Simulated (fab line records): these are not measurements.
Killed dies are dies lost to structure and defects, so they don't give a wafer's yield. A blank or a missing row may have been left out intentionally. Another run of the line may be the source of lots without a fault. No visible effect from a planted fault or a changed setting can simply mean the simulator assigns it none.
Which tool did it?	flow sky130	33 wafers from 11 lots sampled at 6 of the route's 708 steps

## WHAT THE GAUGES READ, wafer by wafer
The record lacks any reading of a measuring or inspecting step that a usual standard deviation could be used to judge.

## WHAT TOOL EACH LOT RAN ON (gives the tool, then ch and the chambers of the sampled wafers, and finally the start)
lot	SKY_VIA3_ETCH_15	SKY_VIA3_STRIP_16	SKY_METAL4_SPUTTER_00	SKY_METAL4_SPUTTER_01	SKY_METAL4_SPUTTER_03	SKY_PAD_OPEN_PROBE_99
L699	rie diel-03 ch 0,2, day 39 08:28	plasma asher-02 ch 0,1, day 39 08:32	pvd sputter-03, day 39 09:54	pvd sputter-03, day 39 09:55	pvd sputter-03, day 39 09:59	prober-02, day 45 12:09
L700	rie diel-04 ch 1,2,3, day 39 14:56	plasma asher-01 ch 0,1, day 39 15:00	pvd sputter-01, day 39 16:15	pvd sputter-01, day 39 16:16	pvd sputter-01, day 39 16:20	prober-01, day 45 17:27
L701	rie diel-01 ch 0,2,3, day 39 23:00	plasma asher-02 ch 0,1, day 39 23:04	pvd sputter-03, day 40 00:17	pvd sputter-03, day 40 00:19	pvd sputter-03, day 40 00:23	prober-02, day 46 01:08
L704	rie diel-01 ch 0,1,2, day 41 05:49	plasma asher-04 ch 0,1, day 41 05:52	pvd sputter-03, day 41 07:07	pvd sputter-03, day 41 07:08	pvd sputter-03, day 41 07:13	prober-01, day 47 01:28
L708	rie diel-04 ch 0,1,2, day 42 11:07	plasma asher-01 ch 0,1, day 42 11:10	pvd sputter-03, day 42 12:25	pvd sputter-03, day 42 12:26	pvd sputter-03, day 42 12:31	prober-02, day 48 03:42
L709	rie diel-03 ch 0,2, day 42 17:53	plasma asher-02 ch 0, day 42 17:57	pvd sputter-03, day 42 19:15	pvd sputter-03, day 42 19:16	pvd sputter-03, day 42 19:20	prober-01, day 48 10:04
L710	rie diel-01 ch 0,1,3, day 43 00:47	plasma asher-02 ch 0,1, day 43 00:51	pvd sputter-02, day 43 02:20	pvd sputter-02, day 43 02:21	pvd sputter-02, day 43 02:25	prober-02, day 48 15:08
L716	rie diel-01 ch 0,2,3, day 44 13:52	plasma asher-02 ch 0,1, day 44 13:57	pvd sputter-03, day 44 15:20	pvd sputter-03, day 44 15:21	pvd sputter-03, day 44 15:25	prober-02, day 49 19:12
L719	rie diel-04 ch 0,1,3, day 45 12:25	plasma asher-04 ch 0,1, day 45 12:29	pvd sputter-03, day 45 14:08	pvd sputter-03, day 45 14:10	pvd sputter-03, day 45 14:14	prober-01, day 50 14:16
L721	rie diel-04 ch 0,2, day 45 17:38	plasma asher-02 ch 0,1, day 45 17:42	pvd sputter-03, day 45 18:58	pvd sputter-03, day 45 18:59	pvd sputter-03, day 45 19:02	prober-01, day 50 17:44
L722	rie diel-04 ch 1,2, day 45 19:52	plasma asher-02 ch 0,1, day 45 19:56	pvd sputter-03, day 45 21:18	pvd sputter-03, day 45 21:19	pvd sputter-03, day 45 21:23	prober-02, day 50 19:20
- SKY_VIA3_ETCH_15: etches SiO2 in C4F8/O2/Ar, stops on TiN, target depth 507 nm, time 78 s.
- SKY_VIA3_STRIP_16: strips in O2/N2.
- SKY_METAL4_SPUTTER_00: material Ti, target thk 15 nm, time 10 s.
- SKY_METAL4_SPUTTER_01: material TiN, target thk 20 nm, time 16.7 s.
- SKY_METAL4_SPUTTER_03: material Ti, target thk 5 nm, time 3.3 s.
- SKY_PAD_OPEN_PROBE_99

## WHAT THE TOOLS THEMSELVES READ (means of the sampled wafers that have a number; where no wafer has one, the mark that the record gives instead)
SKY_VIA3_ETCH_15. Usual: oes product au 0.946 a.u., standard deviation 0.0048; run length s 106.2 s, standard deviation 0.31.
lot	tool	oes product au (a.u.)	run length s (s)	flag
L699	rie diel-03	0.946	106.3	
L700	rie diel-04	0.942	106.0	
L701	rie diel-01	0.950	106.3	
L704	rie diel-01	0.948	106.3	
L708	rie diel-04	0.947	106.1	
L709	rie diel-03	0.944	106.2	
L710	rie diel-01	0.943	106.0	
L716	rie diel-01	0.964	101.4	OFF
L719	rie diel-04	0.946	106.0	
L721	rie diel-04	0.943	106.5	
L722	rie diel-04	0.947	106.5	

SKY_VIA3_STRIP_16. Usual: drypump motor current A 5.6 A, standard deviation 0.4; n2 flow sccm 300.0 sccm, standard deviation 0.97; oes product au 0.401 a.u., standard deviation 0.0045; strip time to endpoint s 4.131 s, standard deviation 0.023.
lot	tool	drypump motor current A (A)	n2 flow sccm (sccm)	oes product au (a.u.)	strip time to endpoint s (s)	flag
L699	plasma asher-02	5.6	301.0	0.402	4.116	
L700	plasma asher-01	5.5	300.1	0.401	4.123	
L701	plasma asher-02	5.4	300.4	0.401	4.135	
L704	plasma asher-04	5.9	299.1	0.404	4.119	
L708	plasma asher-01	5.4	300.7	0.401	4.146	
L709	plasma asher-02	5.9	298.9	0.397	4.133	
L710	plasma asher-02	5.6	300.1	0.398	4.102	
L716	plasma asher-02	5.6	298.9	0.405	4.183	
L719	plasma asher-04	6.1	300.2	0.404	4.122	
L721	plasma asher-02	5.4	299.6	0.399	4.154	
L722	plasma asher-02	5.6	299.3	0.401	4.120	

SKY_METAL4_SPUTTER_00. Usual: 30.0 % for throttle valve pct, sd 1.3.
lot	tool	throttle valve pct (%)	flag
L699	pvd sputter-03	30.7	
L700	pvd sputter-01	30.3	
L701	pvd sputter-03	30.4	
L704	pvd sputter-03	29.7	
L708	pvd sputter-03	29.5	
L709	pvd sputter-03	31.5	
L710	pvd sputter-02	29.1	
L716	pvd sputter-03	29.5	
L719	pvd sputter-03	30.7	
L721	pvd sputter-03	29.6	
L722	pvd sputter-03	29.6	

SKY_METAL4_SPUTTER_01. Usual: 30.0 % for throttle valve pct, sd 1.3.
lot	tool	throttle valve pct (%)	flag
L699	pvd sputter-03	30.8	
L700	pvd sputter-01	30.4	
L701	pvd sputter-03	30.5	
L704	pvd sputter-03	29.8	
L708	pvd sputter-03	29.7	
L709	pvd sputter-03	31.3	
L710	pvd sputter-02	29.2	
L716	pvd sputter-03	29.6	
L719	pvd sputter-03	30.4	
L721	pvd sputter-03	29.7	
L722	pvd sputter-03	29.5	

SKY_METAL4_SPUTTER_03. Usual: 30.0 % for throttle valve pct, sd 1.3.
lot	tool	throttle valve pct (%)	flag
L699	pvd sputter-03	30.7	
L700	pvd sputter-01	30.4	
L701	pvd sputter-03	30.5	
L704	pvd sputter-03	29.7	
L708	pvd sputter-03	29.5	
L709	pvd sputter-03	31.3	
L710	pvd sputter-02	29.1	
L716	pvd sputter-03	29.4	
L719	pvd sputter-03	30.4	
L721	pvd sputter-03	29.6	
L722	pvd sputter-03	29.5	

SKY_PAD_OPEN_PROBE_99. Usual: defect limited yield 82.0 %, standard deviation 1.9; killed_at_M0_to_M3 45, standard deviation 6.9; killed_at_M4_up 3.0, standard deviation 1.7; killed at contacts 25, standard deviation 5.6; killed at front end 15, standard deviation 4.2; killed at other 0.3, standard deviation 0.55; killed dies 89, standard deviation 9.6; killed open 49, standard deviation 7.2; killed short 39, standard deviation 6.5.
lot	tool	defect limited yield (%)	killed_at_M0_to_M3	killed_at_M4_up	killed at contacts	killed at front end	killed at other	killed dies	killed open	killed short	flag
L699	prober-02	81.8	46	2.0	26	15	0.0	89	52	37	
L700	prober-01	82.7	42	3.7	26	13	0.0	85	45	40	
L701	prober-02	80.8	50	3.0	26	15	0.3	94	54	40	
L704	prober-01	84.9	36	3.7	21	14	0.0	74	43	31	
L708	prober-02	84.9	38	3.0	22	12	0.0	74	39	35	
L709	prober-01	81.9	46	3.3	24	16	0.0	89	50	38	
L710	prober-02	82.5	44	1.7	27	14	0.0	86	54	32	
L716	prober-02	81.8	45	3.7	25	15	0.3	90	51	39	
L719	prober-01	81.6	48	2.3	27	13	0.0	91	46	44	
L721	prober-01	82.4	43	3.0	25	16	0.0	87	51	35	
L722	prober-02	83.9	43	2.0	23	11	0.7	79	45	33	

## THE ANSWER, worked out from the rows above alone
Rule: a lot counts as off when the mean over its wafers that have a number is more than 3 standard deviations away from the usual mean. A lot without any number at a reading at which 4 lots or more have one is off too. The other lots that the step has rows for count as sound. Order of review: gauges by route order, followed by the tools' own readings, for which a lot's mean as printed above is used. The first step at which some lot is off is used, and at that step the reading that is off furthest; a lot without a number counts as furthest.
Off: L716 (SKY_VIA3_ETCH_15, run length s).
If a tool, at that step or one of the process steps before it, ran each lot that is off and ran no sound lot following the first of them, it fits. One candidate fits, namely rie diel-01 at SKY_VIA3_ETCH_15. Its last sound lot is L710 (day 43 00:47), its first lot that is off L716 (day 44 13:52): a fault that began between those two fits.
The tool's own readings at SKY_VIA3_ETCH_15 bear it out: on the lots that are off they differ by more than 5 times the standard deviation of the sound lots' means. oes product au reads 0.964 a.u. there against 0.946 a.u. on the sound lots; run length s reads 101.4 s there against 106.2 s on the sound lots.

## WHAT THE SIMULATOR HAD PUT IN
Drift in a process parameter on rie diel-01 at SKY_VIA3_ETCH_15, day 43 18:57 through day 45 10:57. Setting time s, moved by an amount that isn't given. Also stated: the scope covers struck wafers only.
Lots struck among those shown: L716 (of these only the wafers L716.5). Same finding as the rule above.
